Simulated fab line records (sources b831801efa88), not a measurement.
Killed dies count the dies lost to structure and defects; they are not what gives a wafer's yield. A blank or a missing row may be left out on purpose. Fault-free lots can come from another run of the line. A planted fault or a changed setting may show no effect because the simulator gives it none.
fab line records	flow sky130
[record] lots = 7	wafers = 21	lastDay = 50
route steps=708 shown RES_PROTECT@212 POLY_GATE@213 PAD_OPEN@708
lots that met no fault: taken from a fault-free run of the same line
startH: start of the lot's first displayed wafer, in hours after the record's first day	waitH: how many hours have passed since the lot's step before this one	" the same as in the row above	L1.1+2: a single row standing in for several wafers	- value missing, or start not given	* or withheld: withheld	< > ~ a bound
route shown NAME@n: a module of which the file shows steps, and the number in the route of the first	usual: average and standard deviation across the fault-free wafers	same: alike in all rows	chamber/n: place in a boat	sites: each site's reading	_std_site: their standard deviation	_edge_site: outer sites' mean less inner sites'	radiusMm: how far each site lies from the wafer's centre	mask NAME#n: copy n	behind: the most recent tool/chamber to have shaped the wafer	hold: cause of the lot's hold/its duration in hours/its outcome	device: the n, p or np transistor that did not switch	end of line: the tests these same wafers got at the end of their route	for a step that has no rows: nothing shown but its recipe	killed: count of dies lost to structure and defects at first sort (not the wafer's yield)	map: the dies of a wafer, with x for killed, . for not killed, _ for no die there
set.NAME: the setting the step ran with; set.NAME@STEP: the setting that earlier step ran with	model.NAME: the simulator's own value behind a step, which no gauge read
lots seen at some steps along the route; tables by step, rows by wafer
services: the hour from which a tool's chamber was out of use, counted from the record's first day as startH (under 0 if before that day), plus the number of hours and why
[[steps]]
[step SKY_RES_PROTECT_DEVELOP_06]
[recipe] resist = NOVOLAK	developer = TMAH	developTimeS = 57.33	devTempC = 23
[step SKY_POLY_GATE_IMPLANT_02]
[recipe] species = P	energyKev = 30	doseCm2 = 7.7e+15	tiltDeg = 0
[step SKY_RES_PROTECT_STRIP_07]
[recipe] chemistry = O2/N2	powerW = 1400	pressureMtorr = 1500	platenTempC = withheld	o2FlowSccm = 3000	n2FlowSccm = 300	overashFraction = 0.5
[usual] drypumpMotorCurrentA = 6.0/0.49	oesProductAu = 0.517/0.005	stripTimeToEndpointS = 23.30/0.041
[same] overashFraction = 0.5
lot.wafer	tool	chamber	startH	waitH	drypumpMotorCurrentA	oesProductAu	rfHoursCounterH	stripTimeToEndpointS
L305.2	plasmaAsher-04	0	382.49	0.1	6.3	0.522	67	23.31
L305.5	"	0	"	"	6.3	0.524	-	23.38
L305.6	"	1	"	"	6.8	0.510	-	23.35
L308.1	plasmaAsher-03	0	406.65	0.1	5.5	0.522	57	23.25
L308.2	"	1	"	"	5.6	0.512	57	23.25
L308.3	"	1	"	"	5.6	0.504	-	23.19
L309.1	plasmaAsher-01	1	419.94	0.1	6.3	0.517	77	23.32
L309.2	"	0	"	"	5.7	0.518	77	23.33
L309.6	"	0	"	"	5.7	0.519	-	23.30
L312.2	plasmaAsher-03	1	445.29	0.1	5.6	0.506	61	23.31
L312.4	"	1	"	"	5.6	0.521	-	23.34
L312.6	"	1	"	"	5.6	0.523	-	23.29
L313.2	plasmaAsher-03	1	452.09	0.1	5.6	0.521	62	23.33
L313.4	"	0	"	"	5.5	0.527	-	23.26
L313.6	"	1	"	"	5.6	0.520	-	23.28
L314.1	plasmaAsher-01	1	462.19	0.1	6.3	0.508	3	23.34
L314.2	"	0	"	"	5.7	0.520	3	23.35
L314.5	"	1	"	"	6.3	0.523	-	23.29
L321.1	plasmaAsher-03	1	527.75	0.1	5.6	0.517	69	23.25
L321.5	"	1	"	"	5.6	0.514	-	23.25
L321.6	"	0	"	"	5.5	0.520	-	23.23
[step SKY_RES_PROTECT_TW_MEAS_08]
[usual] POLY_GATE_TW = 4026/59
lot.wafer	tool	chamber	startH	waitH	POLY_GATE_TW
L305.2	filmMetro-03	-	382.60	0.1	4017
L305.5	"	-	"	"	4030
L305.6	"	-	"	"	4025
L308.1	filmMetro-04	-	406.75	0.1	3995
L308.2	"	-	"	"	3999
L308.3	"	-	"	"	3986
L309.1	filmMetro-02	-	420.04	0.1	4115
L309.2	"	-	"	"	4132
L309.6	"	-	"	"	4116
L312.2	filmMetro-02	-	445.40	0.1	4076
L312.4	"	-	"	"	4090
L312.6	"	-	"	"	4083
L313.2	filmMetro-02	-	452.20	0.1	4113
L313.4	"	-	"	"	4099
L313.6	"	-	"	"	4112
L314.1	filmMetro-04	-	462.29	0.1	3979
L314.2	"	-	"	"	3970
L314.5	"	-	"	"	3978
L321.1	filmMetro-04	-	527.85	0.1	3980
L321.5	"	-	"	"	4005
L321.6	"	-	"	"	3995
[step SKY_RES_PROTECT_CLEAN_09]
[recipe] chemistry = SC1/SC2	mix = 1:4:20	tempC = 70	timeS = 150	dry = n2Spin
[step SKY_POLY_GATE_CVD_03]
[recipe] material = Si3N4	precursor = DCS/NH3	targetThkNm = 75	tempC = 770	timeS = 1290	pressureMtorr = 250
[step SKY_POLY_GATE_THK_MEAS_04]
[recipe] reads = Si3N4_of_POLY_GATE_CVD_03
[usual] POLY_GATE_CVD_03_THK = 75.3/0.82
lot.wafer	tool	chamber	startH	waitH	POLY_GATE_CVD_03_THK[nm]
L305.2	filmMetro-02	-	386.55	0.0	74.7
L305.5	"	-	"	"	74.6
L305.6	"	-	"	"	74.6
L308.1	filmMetro-04	-	411.94	0.0	74.2
L308.2	"	-	"	"	74.6
L308.3	"	-	"	"	74.5
L309.1	filmMetro-04	-	424.53	0.0	75.7
L309.2	"	-	"	"	76.1
L309.6	"	-	"	"	76.5
L312.2	filmMetro-02	-	447.55	0.0	75.6
L312.4	"	-	"	"	74.8
L312.6	"	-	"	"	75.4
L313.2	filmMetro-04	-	456.31	0.0	75.3
L313.4	"	-	"	"	74.8
L313.6	"	-	"	"	75.2
L314.1	filmMetro-01	-	464.44	0.0	75.0
L314.2	"	-	"	"	74.6
L314.5	"	-	"	"	75.0
L321.1	filmMetro-02	-	530.00	0.0	75.7
L321.5	"	-	"	"	75.1
L321.6	"	-	"	"	76.1
[step SKY_POLY_GATE_DEHYDRATE_05]
[recipe] tempC = 200	timeS = 60
[step SKY_POLY_GATE_HMDS_06]
[recipe] primeTimeS = 60	primeTempC = 120
[step SKY_POLY_GATE_COAT_07]
[recipe] resist = BARC	tempC = withheld	timeS = withheld	spinRpm = 3000	resistThkNm = 110
[step SKY_POLY_GATE_COAT_08]
[recipe] resist = KrF-thick	spinRpm = 3000	resistThkNm = 450
[step SKY_POLY_GATE_SOFTBAKE_09]
[recipe] tempC = 100	timeS = 90	resist = KrF-thick
[step SKY_POLY_GATE_EXPOSE_10]
[recipe] maskId = P1M	na = 0.68	sourceShape = conventional	sigmaOuter = 0.6	targetCdNm = 150	doseMj = 28
[same] sigmaOuter = 0.6
lot.wafer	tool	chamber	startH	waitH	mask	model.POLY_GATE.overlayXNm
L305.2+5+6	krfScanner-01	0	401.35	-	P1M#0	-1.725
L308.1+2+3	krfScanner-01	0	427.18	-	P1M#0	30.85
L309.1+2+6	krfScanner-01	0	439.89	-	P1M#0	33.01
L312.2+4+6	krfScanner-01	0	462.94	-	P1M#0	32.23
L313.2+4+6	krfScanner-02	0	471.54	-	P1M#0	3.983
L314.1+2+5	krfScanner-02	0	479.80	-	P1M#0	-1.739
L321.1+5+6	krfScanner-02	0	545.15	-	P1M#0	-1.987
[step SKY_POLY_GATE_PEB_11]
[recipe] pebTempC = withheld	pebTimeS = withheld	resist = KrF-thick
[step SKY_POLY_GATE_DEVELOP_12]
[recipe] developTimeS = 60	resist = KrF-thick	devTempC = 21
[step SKY_POLY_GATE_CD_MEAS_13]
[recipe] targetCdNm = 150
[usual] cdNm = 149.8/1.5
lot.wafer	tool	chamber	startH	waitH	cdNm
L305.2	cdSem-02	-	416.36	-	150.9
L305.5	"	-	"	"	151.5
L305.6	"	-	"	"	150.8
L308.1	cdSem-01	-	442.05	-	147.8
L308.2	"	-	"	"	146.2
L308.3	"	-	"	"	146.5
L309.1	cdSem-01	-	454.74	-	150.7
L309.2	"	-	"	"	149.6
L309.6	"	-	"	"	150.2
L312.2	cdSem-02	-	477.46	-	151.3
L312.4	"	-	"	"	151.6
L312.6	"	-	"	"	150.7
L313.2	cdSem-01	-	486.26	-	149.5
L313.4	"	-	"	"	149.8
L313.6	"	-	"	"	149.7
L314.1	cdSem-02	-	494.95	-	151.1
L314.2	"	-	"	"	151.4
L314.5	"	-	"	"	150.1
L321.1	cdSem-01	-	559.80	-	148.8
L321.5	"	-	"	"	149.8
L321.6	"	-	"	"	150.6
[step SKY_POLY_GATE_OVL_MEAS_14]
[usual] POLY_GATE_OVL = -2/4.8
lot.wafer	tool	chamber	startH	waitH	hold	POLY_GATE_OVL[nm]
L305.2	overlay-01	-	416.47	0.1	-	-5
L305.5	"	-	"	"	-	-3
L305.6	"	-	"	"	-	-2
L308.1	overlay-01	-	442.17	0.1	awaitDispo/0.2h/release	29
L308.2	"	-	"	"	awaitDispo/0.2h/release	28
L308.3	"	-	"	"	awaitDispo/0.2h/release	26
L308.1	overlay-01	-	442.37	0.2	-	25
L308.2	"	-	"	"	-	29
L308.3	"	-	"	"	-	23
L309.1	overlay-01	-	454.86	0.1	awaitDispo/0.2h/release	30
L309.2	"	-	"	"	awaitDispo/0.2h/release	27
L309.6	"	-	"	"	awaitDispo/0.2h/release	24
L309.1	overlay-01	-	455.07	0.2	-	27
L309.2	"	-	"	"	-	28
L309.6	"	-	"	"	-	25
L312.2	overlay-01	-	477.57	0.1	awaitDispo/0.2h/release	31
L312.4	"	-	"	"	awaitDispo/0.2h/release	25
L312.6	"	-	"	"	awaitDispo/0.2h/release	28
L312.2	overlay-01	-	477.77	0.2	-	31
L312.4	"	-	"	"	-	25
L312.6	"	-	"	"	-	28
L313.2	overlay-01	-	486.37	0.1	-	7
L313.4	"	-	"	"	-	6
L313.6	"	-	"	"	-	9
L314.1	overlay-02	-	495.07	0.1	-	-4
L314.2	"	-	"	"	-	-9
L314.5	"	-	"	"	-	-9
L321.1	overlay-02	-	559.92	0.1	-	7
L321.5	"	-	"	"	-	-3
L321.6	"	-	"	"	-	-8
[step SKY_POLY_GATE_ETCH_15]
[recipe] chemistry = N2/H2	target = BARC	ionEnergyEv = 200	sourceW = 500	biasW = 100	pressureMtorr = 30	n2FlowSccm = 100	h2FlowSccm = 200	stopOn = SiO2	timeS = 118.5	targetDepthA = 1100
[usual] drypumpMotorCurrentA = 5.9/0.4	oesProductAu = 0.716/0.0048	throttleValvePct = 13.212/0.0086
lot.wafer	tool	chamber	startH	waitH	hold	drypumpMotorCurrentA	oesProductAu	rfHoursCounterH	throttleValvePct
L305.2	rieDiel-04	2	416.50	0.0	-	6.2	0.717	43	13.198
L305.5	"	2	"	"	-	6.2	0.715	-	13.240
L305.6	"	1	"	"	-	5.4	0.713	-	13.213
L308.1	rieDiel-01	2	445.84	3.5	awaitDispo/3.4h/release	5.7	0.712	9	13.205
L308.2	"	3	"	"	awaitDispo/3.4h/release	5.1	0.721	3	13.215
L308.3	"	0	"	"	awaitDispo/3.4h/release	6.2	0.708	56	13.213
L309.1	rieDiel-03	1	458.17	3.1	awaitDispo/3.1h/release	5.9	0.716	14	13.221
L309.2	"	3	"	"	awaitDispo/3.1h/release	6.3	0.713	1	13.218
L309.6	"	0	"	"	awaitDispo/3.1h/release	6.1	0.720	-	13.230
L312.2	rieDiel-03	1	479.72	1.9	awaitDispo/1.9h/release	5.9	0.712	14	13.221
L312.4	"	0	"	"	awaitDispo/1.9h/release	6.1	0.713	-	13.200
L312.6	"	1	"	"	awaitDispo/1.9h/release	5.9	0.718	-	13.214
L313.2	rieDiel-01	2	486.40	0.0	-	5.7	0.715	9	13.227
L313.4	"	0	"	"	-	6.2	0.727	57	13.196
L313.6	"	0	"	"	-	6.2	0.708	-	13.218
L314.1	rieDiel-01	0	495.10	0.0	-	6.2	0.715	57	13.206
L314.2	"	3	"	"	-	5.1	0.718	3	13.203
L314.5	"	0	"	"	-	6.2	0.708	-	13.219
L321.1	rieDiel-04	1	559.96	0.0	-	5.4	0.723	11	13.199
L321.5	"	1	"	"	-	5.4	0.719	-	13.204
L321.6	"	2	"	"	-	6.2	0.719	-	13.211
[step SKY_PAD_OPEN_PROBE_99]
[usual] killed_at_M0_to_M3 = 44/6.7	killed_at_M4_up = 3.1/1.8	killedAtContacts = 24/5.1	killedAtFrontEnd = 16/4.7	killedAtOther = 0.3/0.59	killedDies = 88/9.6	killedOpen = 48/7.3	killedShort = 39/6.5
[same] grossDies = 492	killedAtBackSide = 0
lot.wafer	tool	chamber	startH	waitH	killed_at_M0_to_M3	killed_at_M4_up	killedAtContacts	killedAtFrontEnd	killedAtOther	killedDies	killedOpen	killedShort	model.etest.liconToGate.bvLeftV	model.etest.liconToGate.bvRightV
L305.2	prober-02	-	1105.82	0.1	36	5	26	18	1	86	46	40	26.53	22.85
L305.5	prober-02	-	1105.97	0.2	40	1	18	17	1	77	38	39	26.34	23.16
L305.6	prober-02	-	1106.02	0.2	37	2	20	23	2	84	48	34	26.36	23.23
L308.1	prober-02	-	1128.92	0.1	44	1	30	16	0	91	47	44	13.8	37.03
L308.2	prober-02	-	1128.97	0.1	41	6	28	16	0	91	42	48	14.58	36.83
L308.3	prober-02	-	1129.02	0.2	44	4	27	21	0	96	50	46	14.99	38.37
L309.1	prober-01	-	1131.27	0.1	35	8	24	15	0	82	45	37	13.63	37.02
L309.2	prober-01	-	1131.32	0.1	48	1	29	18	0	96	52	43	13.09	36.49
L309.6	prober-01	-	1131.52	0.2	41	2	26	17	0	86	49	37	12.69	36.21
L312.2	prober-02	-	1148.21	0.1	39	5	26	22	0	92	52	40	12.04	38.76
L312.4	prober-02	-	1148.31	0.2	37	5	25	13	0	80	45	35	11.4	38.32
L313.2	prober-01	-	1154.96	0.1	42	7	21	13	2	85	50	35	24.44	27.81
L313.4	prober-01	-	1155.06	0.2	53	4	22	17	0	96	57	39	23.57	26.64
L313.6	prober-01	-	1155.16	0.2	43	4	18	16	0	81	41	40	24.2	28.55
L314.1	prober-02	-	1158.21	0.1	50	1	33	21	0	105	49	56	24.96	25.33
L314.2	prober-02	-	1158.26	0.1	41	1	32	16	1	91	47	44	24	23.91
L314.5	prober-02	-	1158.41	0.2	47	2	35	6	0	90	60	30	25.19	24.77
L321.1	prober-01	-	1194.05	0.1	47	1	13	11	0	72	38	34	26.25	24.38
L321.5	prober-01	-	1194.25	0.2	57	2	23	26	0	108	49	59	26.05	24.52
L321.6	prober-01	-	1194.30	0.2	35	0	17	10	0	62	36	26	25.06	24.16
// killed by level:class
L305.2 CONTACT:geometricParticle:open=12 LI_CONTACT:geometricParticle:open=9 POLY_GATE:geometricParticle:short=7 VIA2:geometricParticle:open=7 VIA1:geometricParticle:open=7 METAL4:geometricParticle:short=5 METAL1:geometricParticle:short=4 METAL2:geometricParticle:short=4
L305.5 VIA1:geometricParticle:open=8 CONTACT:geometricParticle:open=6 VIA3:geometricParticle:open=6 FIELD_ISO:geometricParticle:short=5 VIA1:geometricParticle:short=5 VIA2:geometricParticle:short=5 METAL1:geometricParticle:short=4 VIA2:geometricParticle:open=4
L305.6 VIA1:geometricParticle:open=9 FIELD_ISO:geometricParticle:short=8 LI_CONTACT:geometricParticle:open=8 VIA3:geometricParticle:open=7 FIELD_ISO:geometricParticle:open=6 VIA2:geometricParticle:open=6 CONTACT:geometricParticle:short=5 CONTACT:geometricParticle:open=5
L308.1 CONTACT:geometricParticle:short=9 CONTACT:geometricParticle:open=9 VIA2:geometricParticle:open=8 LI_CONTACT:geometricParticle:open=7 METAL1:geometricParticle:short=7 VIA3:geometricParticle:open=7 VIA2:geometricParticle:short=5 VIA1:geometricParticle:open=5
L308.2 CONTACT:geometricParticle:open=12 METAL1:geometricParticle:short=8 VIA1:geometricParticle:open=7 CONTACT:geometricParticle:short=6 FIELD_ISO:geometricParticle:open=5 VIA3:geometricParticle:open=5 VIA2:geometricParticle:open=5 METAL4:geometricParticle:short=5
L308.3 LI_CONTACT:geometricParticle:open=9 METAL1:geometricParticle:short=9 POLY_GATE:geometricParticle:short=8 VIA1:geometricParticle:open=8 LOCAL_INTERCONNECT:geometricParticle:short=7 CONTACT:geometricParticle:open=7 POLY_GATE:geometricParticle:open=6 VIA2:geometricParticle:open=6
L309.1 VIA1:geometricParticle:open=12 CONTACT:geometricParticle:open=9 LOCAL_INTERCONNECT:geometricParticle:short=8 FIELD_ISO:geometricParticle:open=6 VIA2:geometricParticle:open=5 VIA2:geometricParticle:short=5 METAL4:geometricParticle:short=5 FIELD_ISO:geometricParticle:short=4
L309.2 VIA1:geometricParticle:open=14 CONTACT:geometricParticle:open=10 LI_CONTACT:geometricParticle:open=8 METAL2:geometricParticle:short=8 LOCAL_INTERCONNECT:geometricParticle:short=6 POLY_GATE:geometricParticle:short=5 VIA3:geometricParticle:open=5 FIELD_ISO:geometricParticle:short=4
L309.6 CONTACT:geometricParticle:open=14 VIA1:geometricParticle:open=11 METAL2:geometricParticle:short=7 METAL1:geometricParticle:short=5 LI_CONTACT:geometricParticle:open=4 VIA2:geometricParticle:open=4 VIA3:geometricParticle:open=4 FIELD_ISO:geometricParticle:open=3
L312.2 CONTACT:geometricParticle:open=11 LI_CONTACT:geometricParticle:open=8 VIA1:geometricParticle:open=8 VIA1:geometricParticle:short=6 VIA2:geometricParticle:open=6 FIELD_ISO:geometricParticle:open=5 POLY_GATE:geometricParticle:short=5 VIA3:geometricParticle:open=5
L312.4 LI_CONTACT:geometricParticle:open=8 METAL2:geometricParticle:short=7 VIA3:geometricParticle:open=7 CONTACT:geometricParticle:open=5 VIA1:geometricParticle:open=5 VIA2:geometricParticle:open=5 FIELD_ISO:geometricParticle:open=4 CONTACT:geometricParticle:short=4
L313.2 VIA1:geometricParticle:open=10 VIA3:geometricParticle:open=9 VIA2:geometricParticle:open=8 LI_CONTACT:geometricParticle:open=7 METAL2:geometricParticle:short=7 FIELD_ISO:geometricParticle:open=5 LOCAL_INTERCONNECT:geometricParticle:open=4 METAL4:geometricParticle:short=4
L313.4 VIA1:geometricParticle:open=16 CONTACT:geometricParticle:open=9 METAL1:geometricParticle:short=8 VIA2:geometricParticle:open=8 LI_CONTACT:geometricParticle:open=5 LOCAL_INTERCONNECT:geometricParticle:short=5 VIA3:geometricParticle:open=5 FIELD_ISO:geometricParticle:open=4
L313.6 VIA1:geometricParticle:open=10 METAL2:geometricParticle:short=10 CONTACT:geometricParticle:open=9 FIELD_ISO:geometricParticle:open=6 VIA1:geometricParticle:short=6 METAL1:geometricParticle:short=5 LOCAL_INTERCONNECT:geometricParticle:short=4 VIA2:geometricParticle:open=4
L314.1 METAL1:geometricParticle:short=10 LI_CONTACT:geometricParticle:open=10 LOCAL_INTERCONNECT:geometricParticle:short=8 CONTACT:geometricParticle:open=7 VIA1:geometricParticle:open=7 VIA3:geometricParticle:open=7 POLY_GATE:geometricParticle:short=6 METAL1:geometricParticle:open=6
L314.2 CONTACT:geometricParticle:open=12 VIA1:geometricParticle:open=11 CONTACT:geometricParticle:short=7 LI_CONTACT:geometricParticle:open=6 VIA1:geometricParticle:short=6 FIELD_ISO:geometricParticle:open=5 LI_CONTACT:geometricParticle:short=4 METAL2:geometricParticle:open=4
L314.5 CONTACT:geometricParticle:open=22 VIA1:geometricParticle:open=12 LI_CONTACT:geometricParticle:open=8 VIA1:geometricParticle:short=6 VIA3:geometricParticle:open=6 VIA2:geometricParticle:open=5 POLY_GATE:geometricParticle:short=4 METAL2:geometricParticle:short=4
L321.1 VIA1:geometricParticle:open=11 VIA3:geometricParticle:open=7 METAL3:geometricParticle:short=6 FIELD_ISO:geometricParticle:short=5 LOCAL_INTERCONNECT:geometricParticle:short=5 METAL2:geometricParticle:short=5 CONTACT:geometricParticle:open=4 METAL1:geometricParticle:short=4
L321.5 VIA1:geometricParticle:open=16 FIELD_ISO:geometricParticle:open=7 VIA1:geometricParticle:short=7 VIA2:geometricParticle:short=7 POLY_GATE:geometricParticle:short=6 LI_CONTACT:geometricParticle:open=6 CONTACT:geometricParticle:short=6 METAL2:geometricParticle:short=6
L321.6 CONTACT:geometricParticle:open=8 VIA2:geometricParticle:open=7 VIA3:geometricParticle:open=7 VIA2:geometricParticle:short=7 METAL1:geometricParticle:short=4 VIA3:geometricParticle:short=4 POLY_GATE:geometricParticle:open=3 LI_CONTACT:geometricParticle:open=3
[[services]]
tool	chamber	startH	hours	kind
krfScanner-02	-	360.06	3.6	pm
krfScanner-02	-	373.33	1.3	pm
krfScanner-02	-	410.00	1.0	pm
plasmaAsher-01	-	421.25	9.0	pm
plasmaAsher-03	-	448.55	0.5	repair
krfScanner-01	-	459.04	0.8	repair
krfScanner-02	-	460.48	0.8	pm
krfScanner-01	-	464.51	0.8	pm
rieDiel-03	2	469.46	8.2	repair
krfScanner-01	-	470.32	0.2	repair
krfScanner-01	-	481.41	1.0	pm
rieDiel-04	-	486.67	0.3	repair
rieDiel-04	3	491.79	17.2	repair
plasmaAsher-04	-	493.65	2.4	repair
plasmaAsher-01	-	502.89	5.2	repair
rieDiel-04	3	517.77	8.4	repair
rieDiel-01	0	519.07	9.4	repair
rieDiel-03	1	521.07	3.7	repair
rieDiel-03	3	522.74	6.1	repair
krfScanner-01	-	526.63	1.3	pm
rieDiel-03	3	530.39	9.9	repair
krfScanner-02	-	538.99	4.4	pm
krfScanner-02	-	549.23	1.3	pm
krfScanner-01	-	549.41	0.2	repair
[[key]]
[firstSign] step = SKY_POLY_GATE_OVL_MEAS_14	reading = visit	direction = added
[effect] step = SKY_POLY_GATE_OVL_MEAS_14	reading = POLY_GATE_OVL	direction = up	sigmas = 6.1	usual = -2	struck = 28
[modelEffect] step = SKY_POLY_GATE_EXPOSE_10	value = POLY_GATE.overlayXNm	without = 0.246	struck = 32.03
[modelEffect] step = SKY_PAD_OPEN_PROBE_99	value = etest.liconToGate.bvLeftV	without = 26.01	struck = 13.28
metAt SKY_POLY_GATE_EXPOSE_10
struckWafers L308.1,L308.2,L308.3,L309.1,L309.2,L309.6,L312.2,L312.4,L312.6
rowsEnd L312.6
testerLeftOut L308,L309,L312
onsetBetween 401.35 427.18
[fault] kind = scannerMatchingOverlay	tool = krfScanner-01	chamber = -	onsetH = 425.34	steps = SKY_POLY_GATE_EXPOSE_10	offset = 31.785
// testerLeftOut: of these lots the tester's yield and bins aren't shown, on N5 and GAA mostly nor the transistor test; their killed dies are dies lost to structure and defects alone, not to doping, threshold or leakage, so they don't give the yield
// rowsEnd: these wafers met a further fault down the route, and their rows from its step on are left out
